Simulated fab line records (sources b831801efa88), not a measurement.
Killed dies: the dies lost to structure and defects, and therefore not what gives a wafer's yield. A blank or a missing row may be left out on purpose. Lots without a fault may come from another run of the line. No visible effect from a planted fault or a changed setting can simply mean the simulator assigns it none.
8D (eight disciplines) problem report, filled in by code | flow sky130 | the parts of the form that need people (team, actions taken, sign-off) are left out

== 1. THE PROBLEM ==
Mean of beam energy keV at SKY_PWDE_IMPLANT_08: 159.01 across 6 wafers in 2 lots; on wafers with no fault it is 150.01 (standard deviation 0.045). That is +99 or more standard deviations from the usual mean.
First observed at day 6 04:17: wafer L780.2, on implanter-04. The record has a number at this step for 39 wafers belonging to 13 lots. Rule for "out" (also "out of limits"): further than 4 standard deviations from the usual mean. All remaining wafers that have a number are taken as sound.

== 2. WHAT IT IS; WHAT IT IS NOT ==
question                    | is                     | is not
which readings at this step | beam energy keV        | dose ions cm2
which lots                  | L780, L783             | L772, L773, L775, L776, L777, L781, L787, L789, L790, L791, L793
which wafers of those lots  | all that have a number | -
read on which tools         | implanter-04           | implanter-01, implanter-02
when                        | from day 6 04:17       | up to then (15 sound wafers); but 18 sound wafers of L781, L787, L789, L790, L791, L793 came after

== 3. WHAT RULES OUT EACH SUSPECT ==
Counting: a tool at any process step up to the reading remains a suspect when it ran all the lots that are out and ran no sound lot after the first of those.
- implanter-04 at SKY_PWDE_IMPLANT_08: ruled out as a lasting fault. Sound lots L791 ran on it after its first lot that is out, L780 (day 6 04:17).
Left after counting: nothing in the record.

== 4. THE CAUSE (what the simulator had put in) ==
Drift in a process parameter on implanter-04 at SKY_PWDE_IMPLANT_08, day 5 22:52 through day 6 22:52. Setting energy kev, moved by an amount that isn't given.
Counting ruled it out, wrongly.

== 5. THE EFFECT CHAIN, in route order ==
Each row: a reading where the mean over the struck wafers with a number is more than 3 standard deviations away from the usual. Readings are gone through only where the record gives a usual standard deviation; hours: the median, over the lots, of the time from a lot's start at the first step in this table giving one to that lot's start at this step; sigmas: the change measured in usual standard deviations.
hours | step                | reading         | usual  | on struck wafers | change | sigmas
0     | SKY_PWDE_IMPLANT_08 | beam energy keV | 150.01 | 159.01           | +9.00  | +99 or more
The process steps in it:
- SKY_PWDE_IMPLANT_08
Later measuring or inspecting steps at which every struck wafer that the step has a row for has a number for every such reading, and none has moved that far: SKY_SD_N_CD_MEAS_07.

== 6. HOW IT WOULD HAVE BEEN CAUGHT EARLIER ==
In this record no reading fell out of limits until day 6 04:17, 5 hours after the fault had begun at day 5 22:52.
